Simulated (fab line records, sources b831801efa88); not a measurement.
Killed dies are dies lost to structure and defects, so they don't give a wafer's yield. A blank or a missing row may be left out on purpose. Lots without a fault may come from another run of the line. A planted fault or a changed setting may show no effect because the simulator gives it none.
Chamber matching | flow sky130 | SKY_LI_CONTACT_ETCH_15 on rie_diel-02: 4 sister chambers
The step etches PSG in C4F8/O2/Ar, stops on Si, target depth 600 nm. 4 wafers are shown with their chamber, then 8 later ones without.

WAFERS WITH THEIR CHAMBER
wafer  | chamber | bias_w (W)
L079.6 | 2       | 1202
L084.1 | 3       | 1202
L084.3 | 1       | 1198
L091.1 | 0       | 1197

WAFERS WITHOUT THEIR CHAMBER
wafer  | bias_w (W)
L091.4 | 1201
L091.5 | 1199
L092.1 | 1196
L092.5 | 1199
L092.6 | 1198
L095.1 | 1201
L095.2 | 1202
L095.6 | 1200

WHICH CHAMBER EACH WENT THROUGH
wafer  | from the rows above               | in truth
L091.4 | can't be placed: 2 or 3 or 1      | 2
L091.5 | can't be placed: 1 or 0 or 2 or 3 | 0
L092.1 | can't be placed: 0 or 1           | 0
L092.5 | can't be placed: 1 or 0 or 2 or 3 | 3
L092.6 | can't be placed: 1 or 0           | 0
L095.1 | can't be placed: 2 or 3 or 1      | 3
L095.2 | can't be placed: 2 or 3           | 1
L095.6 | can't be placed: 1 or 2 or 3 or 0 | 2
Placed correctly: 0 of 8. Can't be placed from these rows: 8 (the true chamber is among the candidates in 7). Placed wrongly: 0.
How it was worked out, from the rows above alone: a wafer's distance from a chamber is the root of the sum, over the readings, of the square of ((its reading less the chamber's mean) divided by the reading's scatter). The wafer belongs to the nearest chamber; if the next one is less than 2 further off, it can't be placed. A chamber's mean is the mean of its shown wafers. The scatter: with one shown wafer a chamber, the root of the mean of the squares of how far each hidden wafer lies from its nearest shown one.
